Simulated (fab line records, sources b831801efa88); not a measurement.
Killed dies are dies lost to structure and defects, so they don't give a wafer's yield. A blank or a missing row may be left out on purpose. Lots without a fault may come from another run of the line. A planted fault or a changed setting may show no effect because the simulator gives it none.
One fault seen from 2 desks | flow gf180mcu | each desk has only its own numbers; what lay behind them comes last

THE TOOL OWNER'S DESK: implanter-01
The tool's own readings at GF_LVPWELL_IMPLANT_08: means of the sampled wafers that have a number, for each lot that ran on this tool. A lot is out of limits, marked OUT, if its mean lies more than 4 standard deviations from the usual mean; the brackets give that distance.
Columns: A = beam_on_s at GF_LVPWELL_IMPLANT_08, usual 10.00 s; B = dose_ions_cm2 at GF_LVPWELL_IMPLANT_08, usual 1.4998e+13; C = faraday_current_uA at GF_LVPWELL_IMPLANT_08, usual 84.6; D = tilt_deg at GF_LVPWELL_IMPLANT_08, usual -0.003 degrees
lot  | first seen here | A     | B                    | C               | D
L121 | day 3 22:28     | 10.07 | 1.4979e+13           | 84.1            | 0.000
L122 | day 4 02:46     | 9.92  | 1.4999e+13           | 85.4            | 0.023
L123 | day 4 08:10     | 10.03 | 1.4974e+13           | 84.1            | -0.017
L124 | day 4 13:23     | 10.00 | 1.5005e+13           | 84.6            | -0.044
L132 | day 6 08:46     | 9.86  | 1.6407e+13 (+78) OUT | 93.8 (+5.4) OUT | 0.009
L133 | day 6 14:14     | 10.06 | 1.6379e+13 (+77) OUT | 91.9 (+4.3) OUT | -0.020
This desk's finding: out of limits on L132, L133; first on L132, day 6 08:46 (dose_ions_cm2 at GF_LVPWELL_IMPLANT_08). In limits: L121, L122, L123, L124.

THE METROLOGY DESK
What the gauges read, lot by lot, whatever tool the lot ran on: means of the sampled wafers that have a number. A lot is out of limits, marked OUT, if its mean lies more than 4 standard deviations from the usual mean; the brackets give that distance.
Columns: A = cd_nm at GF_STI_CD_MEAS_12, usual 219.9 nm; B = LVPWELL_TW at GF_LVPWELL_TW_MEAS_11, usual 560; C = MVSD_RS at GF_VT_IMPLANT_RS_MEAS_46, usual 456.5 ohm/sq; D = LVPWELL_RS at GF_VT_IMPLANT_RS_MEAS_48, usual 1197.9 ohm/sq; E = DUAL_GATE_OVL at GF_DUAL_GATE_OVL_MEAS_11, usual 0.5 nm
lot  | first seen here | A     | B              | C     | D                | E
L121 | day 2 02:10     | 220.3 | 562            | 456.5 | 1199.1           | 0.3
L122 | day 2 08:05     | 219.7 | 553            | 457.2 | 1197.8           | 1.4
L123 | day 2 11:35     | 218.7 | 561            | 457.5 | 1198.2           | 1.4
L124 | day 2 17:37     | 218.9 | 561            | 456.3 | 1192.6           | 0.2
L128 | day 3 14:05     | 217.9 | 563            | 456.9 | 1200.5           | -1.1
L131 | day 4 05:52     | 221.4 | 559            | 457.2 | 1200.3           | -0.2
L132 | day 4 09:28     | 220.1 | 575 (+4.9) OUT | 456.6 | 1142.3 (-19) OUT | 0.1
L133 | day 4 15:47     | 221.4 | 575 (+4.9) OUT | 455.8 | 1143.3 (-19) OUT | 0.1
L137 | day 5 11:35     | 219.8 | 562            | 458.8 | 1196.6           | 0.6
L138 | day 5 15:29     | 218.9 | 554            | 456.6 | 1195.9           | 0.8
L139 | day 6 00:37     | 217.8 | 559            | 454.7 | 1199.5           | 0.9
L141 | day 6 10:17     | 218.0 | 563            | 455.6 | 1198.7           | 1.2
L144 | day 6 23:31     | 221.3 | 560            | 456.0 | 1200.6           | 1.9
This desk's finding: out of limits on L132, L133; first on L132, day 6 09:08 (LVPWELL_TW at GF_LVPWELL_TW_MEAS_11). In limits: L121, L122, L123, L124, L128, L131, L137, L138, L139, L141, L144.

PUT TOGETHER
The tool owner's desk could have raised an alarm at day 6 08:46, on L132, L133.
The metrology desk could have raised an alarm at day 6 09:08, on L132, L133.
Of the lots named, all ran GF_LVPWELL_IMPLANT_08 on implanter-01.

WHAT THE SIMULATOR HAD PUT IN
Process parameter drift: implanter-01, from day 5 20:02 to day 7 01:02, at GF_LVPWELL_IMPLANT_08. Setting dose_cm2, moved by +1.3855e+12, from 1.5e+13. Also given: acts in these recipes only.
Lots struck among those shown: L132, L133.
Hours from the fault's start to each desk's first reading out of limits: the tool owner's desk, 13; the metrology desk, 13.
